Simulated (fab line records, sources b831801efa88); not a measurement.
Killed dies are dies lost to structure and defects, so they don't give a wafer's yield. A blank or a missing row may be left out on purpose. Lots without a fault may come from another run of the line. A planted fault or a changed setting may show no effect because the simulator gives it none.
fab line records | flow sky130
record lots=6 wafers=17 last_day=50
route steps=708 shown METAL1@455 VIA1@458 PAD_OPEN@708
lots that met no fault: from a run of the same line without faults
start_h: hours from the record's first day to the start of the lot's first wafer shown | wait_h: hours since the lot's step before | " the same as in the row above | L1.1+2: a row that stands for several wafers | - no value, or no start given | * or withheld: withheld | < > ~ a bound
route shown NAME@n: a module of which the file shows steps, and the number in the route of the first | usual: mean/standard deviation of fault-free wafers | same: alike in all rows | chamber/n: place in a boat | sites: the reading at each site | _std_site: their standard deviation | _edge_site: outer sites' mean less inner sites' | radius_mm: how far each site lies from the wafer's centre | mask NAME#n: copy n | behind: the tool/chamber that last shaped the wafer | hold: why the lot was held/for how many hours/how that ended | device: the transistor (n, p or np) that didn't switch | end of line: the same wafers' tests at the end of the route | a step without rows: its recipe alone | killed: dies lost to structure and defects at the first sort, not the wafer's yield | map: a wafer's dies, x killed, . not, _ none there
set.NAME: the setting as run; set.NAME@STEP: as run at that earlier step | model.NAME: the simulator's own value behind a step, which no gauge read
lots at some steps of the route; a table a step, a row a wafer
services: from which hour (start_h, from the record's first day; less than 0 if before it) a tool's chamber was out of use, for how many hours, and why
## steps
# step SKY_METAL1_STRIP_21
# recipe chemistry=post_etch_residue_remover time_s=1200 temp_c=72.5
# step SKY_METAL1_CLEAN_22
# recipe chemistry=IPA time_s=180 temp_c=25
# step SKY_METAL1_CLEAN_23
# recipe chemistry=O3/DIW dry=n2_spin
# step SKY_VIA1_HDPCVD_00
# recipe material=SiO2 target_thk_nm=1030 sigma_open_frac=0.3 time_s=171.7 temp_c=400 sih4_flow_sccm=60 pressure_mtorr=6
# step SKY_VIA1_THK_MEAS_01
# recipe reads=SiO2_of_VIA1_HDPCVD_00
# usual VIA1_HDPCVD_THK=1029/11
# columns lot.wafer tool chamber start_h wait_h VIA1_HDPCVD_THK[nm]
L506.2 film_metro-04 - 795.27 0.1 1032
L506.4 " - " " 1049
L506.5 " - " " 1033
L507.1 film_metro-03 - 806.23 0.1 1046
L507.5 " - " " 1036
L507.6 " - " " 1023
L513.1 film_metro-03 - 875.28 0.1 1017
L513.2 " - " " 1031
L513.6 " - " " 1021
L515.1 film_metro-04 - 880.19 0.1 1042
L515.2 " - " " 1024
L515.3 " - " " 1032
L518.4 film_metro-04 - 896.62 0.0 1038
L518.6 " - " " 1023
L524.2 film_metro-04 - 932.00 0.1 1021
L524.4 " - " " 1028
L524.6 " - " " 1015
# step SKY_VIA1_CMP_02
# recipe material=SiO2 down_force_psi=4 platen_rpm=60 pad_velocity_m_s=0.94248
# usual motor_current_A=11.6/0.76 retaining_ring_pressure_frac=1.000/0.0046
# columns lot.wafer tool chamber start_h wait_h motor_current_A retaining_ring_pressure_frac
L506.2 cmp-02 0 795.37 0.1 11.7 0.995
L506.4 " 2 " " 11.6 1.001
L506.5 " 3 " " 11.0 0.998
L507.1 cmp-01 1 806.44 0.2 11.8 0.998
L507.6 " 2 " " 13.3 0.996
L507.5 " 3 " " 11.9 1.001
L513.1 cmp-02 1 875.44 0.1 11.5 0.999
L513.2 " 2 " " 12.0 0.996
L513.6 " 3 " " 10.8 1.005
L515.1 cmp-01 3 880.25 0.1 12.3 0.996
L515.3 " 1 " " 11.4 0.999
L515.2 " 2 " " 12.9 0.994
L518.4 cmp-02 2 896.80 0.2 11.2 0.992
L518.6 " 0 " " 11.6 0.998
L524.4 cmp-02 2 932.05 0.0 11.5 0.999
L524.2 " 1 " " 11.1 1.003
L524.6 " 3 " " 11.1 1.001
# step SKY_VIA1_BOW_MEAS_03
# recipe mode=bow
# usual VIA1_BOW=82/7.3
# columns lot.wafer tool chamber start_h wait_h VIA1_BOW[um]
L506.2 film_metro-03 - 795.64 0.2 82
L506.4 " - " " 89
L506.5 " - " " 86
L507.1 film_metro-03 - 806.59 0.1 95
L507.5 " - " " 92
L507.6 " - " " 85
L513.1 film_metro-04 - 875.64 0.1 83
L513.2 " - " " 82
L513.6 " - " " 82
L515.1 film_metro-02 - 880.55 0.2 69
L515.2 " - " " 89
L515.3 " - " " 82
L518.4 film_metro-02 - 897.01 0.2 86
L518.6 " - " " 92
L524.2 film_metro-04 - 932.37 0.1 81
L524.4 " - " " 90
L524.6 " - " " 91
# step SKY_VIA1_DEHYDRATE_04
# recipe temp_c=200 time_s=60
# step SKY_VIA1_HMDS_05
# recipe prime_time_s=60 prime_temp_c=120
# step SKY_VIA1_COAT_06
# recipe resist=BARC temp_c=withheld time_s=withheld spin_rpm=3000 resist_thk_nm=60
# step SKY_VIA1_COAT_07
# recipe resist=KrF-thick spin_rpm=3000 resist_thk_nm=450
# step SKY_VIA1_SOFTBAKE_08
# recipe temp_c=100 time_s=90 resist=KrF-thick
# step SKY_VIA1_EXPOSE_09
# recipe mask_id=VIM na=0.8 source_shape=annular sigma_inner=0.55 sigma_outer=0.85 target_cd_nm=150 dose_mj=38
# columns lot.wafer tool chamber start_h wait_h mask
L506.2+4+5 krf_scanner-01 0 808.84 - VIM#0
L507.1+5+6 krf_scanner-02 0 819.22 - VIM#0
L513.1+2+6 krf_scanner-01 0 888.52 - VIM#0
L515.1+2+3 krf_scanner-02 0 893.31 - VIM#0
L518.4+6 krf_scanner-01 0 910.33 - VIM#0
L524.2+4+6 krf_scanner-02 0 944.55 - VIM#0
# step SKY_VIA1_PEB_10
# recipe peb_temp_c=withheld peb_time_s=withheld resist=KrF-thick
# step SKY_VIA1_DEVELOP_11
# recipe develop_time_s=60 resist=KrF-thick dev_temp_c=21
# step SKY_VIA1_CD_MEAS_12
# recipe target_cd_nm=150
# usual cd_nm=150.1/1.7
# columns lot.wafer tool chamber start_h wait_h cd_nm
L506.2 cd_sem-01 - 821.29 - 149.4
L506.4 " - " " 149.0
L506.5 " - " " 149.1
L507.1 cd_sem-01 - 832.56 - 154.8
L507.5 " - " " 153.7
L507.6 " - " " 152.4
L513.1 cd_sem-01 - 901.37 - 147.6
L513.2 " - " " 148.8
L513.6 " - " " 95.8
L515.1 cd_sem-01 - 905.37 - 150.1
L515.2 " - " " 151.2
L515.3 " - " " 151.4
L518.4 cd_sem-01 - 922.51 - 150.6
L518.6 " - " " 99.2
L524.2 cd_sem-02 - 956.70 - 150.7
L524.4 " - " " 150.8
L524.6 " - " " 152.4
# step SKY_VIA1_OVL_MEAS_13
# usual VIA1_OVL=-2/5.8
# columns lot.wafer tool chamber start_h wait_h VIA1_OVL[nm]
L506.2 overlay-02 - 821.40 0.1 7
L506.4 " - " " 4
L506.5 " - " " 1
L507.1 overlay-02 - 832.68 0.1 5
L507.5 " - " " 1
L507.6 " - " " -4
L513.1 overlay-01 - 901.49 0.1 -4
L513.2 " - " " -3
L513.6 " - " " -1
L515.1 overlay-02 - 905.49 0.1 -15
L515.2 " - " " -12
L515.3 " - " " -10
L518.4 overlay-01 - 922.59 0.1 -9
L518.6 " - " " -7
L524.2 overlay-01 - 956.80 0.1 -4
L524.4 " - " " -11
L524.6 " - " " -12
# step SKY_VIA1_ETCH_14
# recipe chemistry=N2/H2 target=BARC ion_energy_ev=200 source_w=500 bias_w=100 pressure_mtorr=30 n2_flow_sccm=100 h2_flow_sccm=200 stop_on=SiO2 time_s=45.9 target_depth_a=600
# usual bias_w=100.02/0.3 drypump_motor_current_A=5.8/0.49 oes_product_au=0.855/0.0048 throttle_valve_pct=13.223/0.0084
# columns lot.wafer tool chamber start_h wait_h bias_w drypump_motor_current_A oes_product_au rf_hours_counter_h throttle_valve_pct model.VIA1.cd_nm
L506.2 rie_diel-04 3 821.43 0.0 100.05 6.7 0.847 14 13.229 149.8
L506.4 " 0 " " 100.19 4.8 0.848 10 13.229 149.5
L506.5 " 2 " " 100.04 5.6 0.855 - 13.231 149.8
L507.1 rie_diel-01 3 832.71 0.0 99.95 5.6 0.859 12 13.207 155
L507.5 " 2 " " 99.52 5.2 0.853 - 13.224 152.8
L507.6 " 3 " " 99.98 5.6 0.852 - 13.253 152.5
L513.1 rie_diel-04 3 901.53 0.0 99.51 6.6 0.858 16 13.231 147.8
L513.2 " 0 " " 99.87 4.9 0.856 12 13.222 150.1
L513.6 " 1 " " 100.24 5.8 0.861 - 13.233 96.67
L515.1 rie_diel-01 3 905.53 0.0 99.79 5.6 0.856 14 13.217 150.4
L515.2 " 0 " " 100.49 5.4 0.842 13 13.229 151.4
L515.3 " 1 " " 100.55 6.0 0.849 18 13.230 151.8
L518.4 rie_diel-01 3 922.60 0.0 99.50 5.6 0.854 15 13.213 150.8
L518.6 " 2 " " 100.45 5.1 0.857 - 13.227 98.67
L524.2 rie_diel-02 1 956.83 0.0 99.98 6.1 0.861 16 13.214 150.5
L524.4 " 0 " " 99.99 6.3 0.860 8 13.210 150.2
L524.6 " 2 " " 100.52 6.3 0.855 - 13.229 151.1
# step SKY_VIA1_ETCH_15
# recipe target=SiO2 chemistry=C4F8/O2/Ar target_depth_nm=351 stop_on=TiN mask_material=KrF-thick source_w=1500 bias_w=1200 pressure_mtorr=40 c4f8_flow_sccm=withheld O2_flow_sccm=6 Ar_flow_sccm=300 time_s=54
# usual bias_w=1200/3.8 oes_product_au=0.981/0.0052
# columns lot.wafer tool chamber start_h wait_h bias_w oes_product_au rf_hours_counter_h
L506.2 rie_diel-04 3 821.47 0.0 1199 0.980 14
L506.4 " 0 " " 1207 0.976 10
L506.5 " 2 " " 1195 0.986 -
L507.1 rie_diel-01 3 832.75 0.0 1193 0.981 12
L507.5 " 2 " " 1196 0.985 -
L507.6 " 3 " " 1200 0.979 -
L513.1 rie_diel-04 3 901.57 0.0 1195 0.994 16
L513.2 " 0 " " 1195 0.975 12
L513.6 " 1 " " 1201 0.976 -
L515.1 rie_diel-01 3 905.57 0.0 1195 0.987 14
L515.2 " 0 " " 1198 0.986 13
L515.3 " 1 " " 1197 0.989 19
L518.4 rie_diel-01 3 922.65 0.0 1198 0.978 15
L518.6 " 2 " " 1189 0.991 -
L524.2 rie_diel-02 1 956.88 0.0 1195 0.976 16
L524.4 " 0 " " 1205 0.981 8
L524.6 " 2 " " 1204 0.982 -
# step SKY_PAD_OPEN_PROBE_99
# usual defect_limited_yield=82.4/1.8 killed_at_M0_to_M3=43/7.8 killed_at_M4_up=3.2/1.7 killed_at_contacts=24/5.2 killed_at_front_end=15/4.5 killed_at_other=0.4/0.65 killed_dies=87/9.1 killed_on_rim=17/3.5 killed_open=47/7.3 killed_short=40/6.5 sort_bin_3_pad_short=0.9/0.46 sort_bin_5_function=10.4/1.5 sort_bin_6_memory=6.3/1 sort_n_pass=405/9.1 sort_yield_pct=82.4/1.8
# same gross_dies=492 killed_at_back_side=0 sort_bin_4_leakage[%]=0 sort_bin_8_speed[%]=0
# columns lot.wafer tool chamber start_h wait_h defect_limited_yield[%] killed_at_M0_to_M3 killed_at_M4_up killed_at_contacts killed_at_front_end killed_at_other killed_dies killed_on_rim killed_open killed_short sort_bin_3_pad_short[%] sort_bin_5_function[%] sort_bin_6_memory[%] sort_n_pass sort_yield_pct[%]
L506.2 prober-02 - 1098.17 0.1 83.9 45 0 20 13 1 79 17 43 36 0.8 9.3 5.9 413 83.9
L506.4 prober-02 - 1098.27 0.2 78.0 54 4 19 31 0 108 16 60 47 1.6 14.0 6.3 384 78.0
L506.5 prober-02 - 1098.32 0.2 78.9 59 4 21 19 1 104 17 56 48 1.2 14.0 5.9 388 78.9
L507.1 prober-01 - 1105.17 0.1 82.3 38 2 27 19 1 87 15 53 34 0.4 12.2 5.1 405 82.3
L507.5 prober-01 - 1105.37 0.2 80.5 50 5 22 19 0 96 18 50 45 0.8 13.8 4.9 396 80.5
L507.6 prober-01 - 1105.42 0.2 82.5 35 2 33 13 3 86 12 41 44 1.4 8.9 7.1 406 82.5
L513.1 prober-01 - 1156.67 0.1 85.0 40 1 21 12 0 74 18 41 33 0.4 9.1 5.5 418 85.0
L513.2 prober-01 - 1156.72 0.1 80.7 54 2 32 7 0 95 21 45 50 1.8 12.4 5.1 397 80.7
L513.6 prober-01 - 1156.92 0.2 0 449 1 23 18 1 492 96 52 28 0.6 92.5 6.9 0 0
L515.1 prober-01 - 1162.29 0.1 83.5 48 2 15 15 1 81 13 40 41 1.0 10.6 4.9 411 83.5
L515.2 prober-01 - 1162.34 0.1 80.9 55 3 23 13 0 94 13 57 37 1.4 11.8 5.9 398 80.9
L515.3 prober-01 - 1162.39 0.2 81.3 52 4 24 12 0 92 14 59 33 0.8 11.0 6.9 400 81.3
L518.6 prober-01 - 1174.63 0.2 0 443 4 24 21 0 492 96 43 36 0.8 92.3 6.9 0 0
L524.2 prober-02 - 1197.22 0.1 84.1 30 0 31 17 0 78 20 40 38 0.6 10.8 4.5 414 84.1
L524.4 prober-02 - 1197.32 0.2 81.5 44 4 27 14 2 91 15 45 46 0.8 10.4 7.3 401 81.5
L524.6 prober-02 - 1197.42 0.2 85.6 35 0 26 10 0 71 13 43 28 0.2 10.2 4.1 421 85.6
# killed by level:class
L506.2 VIA2:geometric_particle:open=10 LI_CONTACT:geometric_particle:open=9 FIELD_ISO:geometric_particle:open=5 VIA1:geometric_particle:short=5 METAL1:geometric_particle:short=5 VIA1:geometric_particle:open=5 VIA3:geometric_particle:open=5 FIELD_ISO:geometric_particle:short=4
L506.4 VIA2:geometric_particle:open=11 FIELD_ISO:geometric_particle:short=8 CONTACT:geometric_particle:open=8 VIA1:geometric_particle:open=8 LI_CONTACT:geometric_particle:open=7 METAL2:geometric_particle:short=7 METAL1:geometric_particle:short=6 POLY_GATE:geometric_particle:open=5
L506.5 VIA1:geometric_particle:open=12 VIA1:geometric_particle:short=10 FIELD_ISO:geometric_particle:open=8 METAL1:geometric_particle:short=8 VIA3:geometric_particle:open=8 CONTACT:geometric_particle:open=8 VIA2:geometric_particle:open=8 FIELD_ISO:geometric_particle:short=6
L507.1 VIA1:geometric_particle:open=10 LI_CONTACT:geometric_particle:open=9 VIA2:geometric_particle:open=9 METAL2:geometric_particle:short=8 CONTACT:geometric_particle:open=8 FIELD_ISO:geometric_particle:open=5 FIELD_ISO:geometric_particle:short=4 CONTACT:geometric_particle:short=4
L507.5 VIA1:geometric_particle:open=15 METAL1:geometric_particle:short=11 CONTACT:geometric_particle:open=10 VIA3:geometric_particle:open=7 FIELD_ISO:geometric_particle:open=6 VIA3:geometric_particle:short=6 FIELD_ISO:geometric_particle:short=5 LI_CONTACT:geometric_particle:open=4
L507.6 CONTACT:geometric_particle:open=13 VIA1:geometric_particle:open=10 LOCAL_INTERCONNECT:geometric_particle:short=7 CONTACT:geometric_particle:short=6 POLY_GATE:geometric_particle:open=5 VIA1:geometric_particle:short=5 FIELD_ISO:geometric_particle:short=4 LI_CONTACT:geometric_particle:open=4
L513.1 METAL2:geometric_particle:short=8 VIA1:geometric_particle:open=8 CONTACT:geometric_particle:open=7 FIELD_ISO:geometric_particle:open=5 LOCAL_INTERCONNECT:geometric_particle:open=5 VIA3:geometric_particle:open=5 FIELD_ISO:geometric_particle:short=4 LOCAL_INTERCONNECT:geometric_particle:short=3
L513.2 VIA1:geometric_particle:open=10 LOCAL_INTERCONNECT:geometric_particle:short=10 VIA3:geometric_particle:open=10 CONTACT:geometric_particle:short=8 VIA1:geometric_particle:short=8 CONTACT:geometric_particle:open=7 METAL1:geometric_particle:short=5 VIA2:geometric_particle:open=5
L513.6 VIA1:area_expose=409 VIA3:geometric_particle:open=10 VIA1:geometric_particle:open=9 CONTACT:geometric_particle:open=9 LI_CONTACT:geometric_particle:open=6 VIA2:geometric_particle:open=5 FIELD_ISO:geometric_particle:open=4 FIELD_ISO:geometric_particle:short=4
L515.1 VIA1:geometric_particle:open=11 METAL1:geometric_particle:short=10 VIA2:geometric_particle:short=6 VIA3:geometric_particle:open=6 METAL2:geometric_particle:short=6 CONTACT:geometric_particle:open=5 FIELD_ISO:geometric_particle:short=4 POLY_GATE:geometric_particle:open=4
L515.2 VIA3:geometric_particle:open=12 VIA2:geometric_particle:open=11 VIA1:geometric_particle:open=9 CONTACT:geometric_particle:open=8 LI_CONTACT:geometric_particle:open=7 VIA1:geometric_particle:short=7 LOCAL_INTERCONNECT:geometric_particle:short=6 METAL2:geometric_particle:short=4
L515.3 CONTACT:geometric_particle:open=11 VIA1:geometric_particle:open=11 VIA2:geometric_particle:open=11 METAL2:geometric_particle:short=6 VIA3:geometric_particle:open=6 VIA1:geometric_particle:short=5 LI_CONTACT:geometric_particle:open=5 METAL1:geometric_particle:short=4
L518.6 VIA1:area_expose=412 LI_CONTACT:geometric_particle:open=8 CONTACT:geometric_particle:open=8 VIA2:geometric_particle:open=6 POLY_GATE:geometric_particle:open=5 METAL1:geometric_particle:short=5 POLY_GATE:geometric_particle:short=4 VIA1:geometric_particle:open=4
L524.2 LI_CONTACT:geometric_particle:open=11 CONTACT:geometric_particle:open=9 LI_CONTACT:geometric_particle:short=5 VIA1:geometric_particle:short=5 POLY_GATE:geometric_particle:open=4 POLY_GATE:geometric_particle:short=4 METAL1:geometric_particle:short=4 FIELD_ISO:geometric_particle:open=3
L524.4 VIA1:geometric_particle:open=9 LI_CONTACT:geometric_particle:open=8 CONTACT:geometric_particle:open=8 METAL3:geometric_particle:short=7 POLY_GATE:geometric_particle:short=6 LI_CONTACT:geometric_particle:short=5 METAL2:geometric_particle:short=5 POLY_GATE:geometric_particle:open=4
L524.6 CONTACT:geometric_particle:open=14 VIA2:geometric_particle:open=8 VIA3:geometric_particle:open=6 FIELD_ISO:geometric_particle:short=5 CONTACT:geometric_particle:short=5 LI_CONTACT:geometric_particle:open=4 VIA1:geometric_particle:open=4 METAL2:geometric_particle:short=4
# map L513.6 (x killed, . not)
__________xxxxxxxxxx_________
________xxxxxxxxxxxxxx_______
______xxxxxxxxxxxxxxxxxx_____
_____xxxxxxxxxxxxxxxxxxxx____
____xxxxxxxxxxxxxxxxxxxxxx___
___xxxxxxxxxxxxxxxxxxxxxxxx__
__xxxxxxxxxxxxxxxxxxxxxxxxxx_
_xxxxxxxxxxxxxxxxxxxxxxxxxxxx
_xxxxxxxxxxxxxxxxxxxxxxxxxxxx
_xxxxxxxxxxxxxxxxxxxxxxxxxxxx
_xxxxxxxxxxxxxxxxxxxxxxxxxxxx
_xxxxxxxxxxxxxxxxxxxxxxxxxxxx
_xxxxxxxxxxxxxxxxxxxxxxxxxxxx
_xxxxxxxxxxxxxxxxxxxxxxxxxxxx
_xxxxxxxxxxxxxxxxxxxxxxxxxxxx
__xxxxxxxxxxxxxxxxxxxxxxxxxx_
___xxxxxxxxxxxxxxxxxxxxxxxx__
____xxxxxxxxxxxxxxxxxxxxxx___
_____xxxxxxxxxxxxxxxxxxxx____
______xxxxxxxxxxxxxxxxxx_____
________xxxxxxxxxxxxxx_______
__________xxxxxxxxxx_________
# map L518.6 (x killed, . not)
__________xxxxxxxxxx_________
________xxxxxxxxxxxxxx_______
______xxxxxxxxxxxxxxxxxx_____
_____xxxxxxxxxxxxxxxxxxxx____
____xxxxxxxxxxxxxxxxxxxxxx___
___xxxxxxxxxxxxxxxxxxxxxxxx__
__xxxxxxxxxxxxxxxxxxxxxxxxxx_
_xxxxxxxxxxxxxxxxxxxxxxxxxxxx
_xxxxxxxxxxxxxxxxxxxxxxxxxxxx
_xxxxxxxxxxxxxxxxxxxxxxxxxxxx
_xxxxxxxxxxxxxxxxxxxxxxxxxxxx
_xxxxxxxxxxxxxxxxxxxxxxxxxxxx
_xxxxxxxxxxxxxxxxxxxxxxxxxxxx
_xxxxxxxxxxxxxxxxxxxxxxxxxxxx
_xxxxxxxxxxxxxxxxxxxxxxxxxxxx
__xxxxxxxxxxxxxxxxxxxxxxxxxx_
___xxxxxxxxxxxxxxxxxxxxxxxx__
____xxxxxxxxxxxxxxxxxxxxxx___
_____xxxxxxxxxxxxxxxxxxxx____
______xxxxxxxxxxxxxxxxxx_____
________xxxxxxxxxxxxxx_______
__________xxxxxxxxxx_________
## services
# columns tool chamber start_h hours kind
cmp-01 - 777.44 0.9 repair
rie_diel-04 0 778.33 11.9 repair
cmp-01 - 781.58 5.0 pm
rie_diel-01 2 791.93 15.2 repair
rie_diel-04 1 814.86 4.7 repair
rie_diel-01 3 818.91 7.6 repair
rie_diel-04 - 839.80 2.8 pm
krf_scanner-02 - 847.60 4.0 pm
krf_scanner-02 - 851.62 1.0 pm
rie_diel-04 1 866.37 7.2 repair
krf_scanner-01 - 870.60 1.0 pm
krf_scanner-02 - 871.35 0.4 repair
krf_scanner-02 - 871.74 1.3 pm
krf_scanner-02 - 890.70 0.8 pm
rie_diel-04 0 895.37 4.6 repair
rie_diel-04 2 900.68 3.8 repair
krf_scanner-01 - 904.18 0.2 repair
krf_scanner-01 - 909.07 0.8 pm
cmp-02 - 912.00 4.0 pm
krf_scanner-01 - 917.05 1.3 pm
cmp-02 - 940.30 20.5 pm
krf_scanner-01 - 944.33 0.6 repair
rie_diel-01 2 947.22 28.2 repair
krf_scanner-01 - 952.47 0.3 repair
## key
first_sign step=SKY_VIA1_CD_MEAS_12 reading=cd_nm direction=down sigmas=31 usual=150.1 struck=97.5
effect step=SKY_PAD_OPEN_PROBE_99 reading=sort_bin_5_function direction=up sigmas=55 usual=10.4 struck=92.4
model_effect step=SKY_VIA1_ETCH_14 value=VIA1.cd_nm without=149.6 struck=97.67
more_kills_born_at SKY_VIA1_EXPOSE_09@krf_scanner-01=821
met_at SKY_VIA1_EXPOSE_09
struck_wafers L513.6,L518.6
later_rows_left_out L513.6,L518.6
onset_between 808.84 888.52
fault kind=process_parameter_drift tool=krf_scanner-01 chamber=- onset_h=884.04 steps=SKY_VIA1_EXPOSE_09 channel=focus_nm offset=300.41 shape=step end_h=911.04 scope=struck_wafers_only
# later_rows_left_out: the simulator's readings of these wafers behind a module that went badly wrong aren't trusted and aren't shown, but for the sort
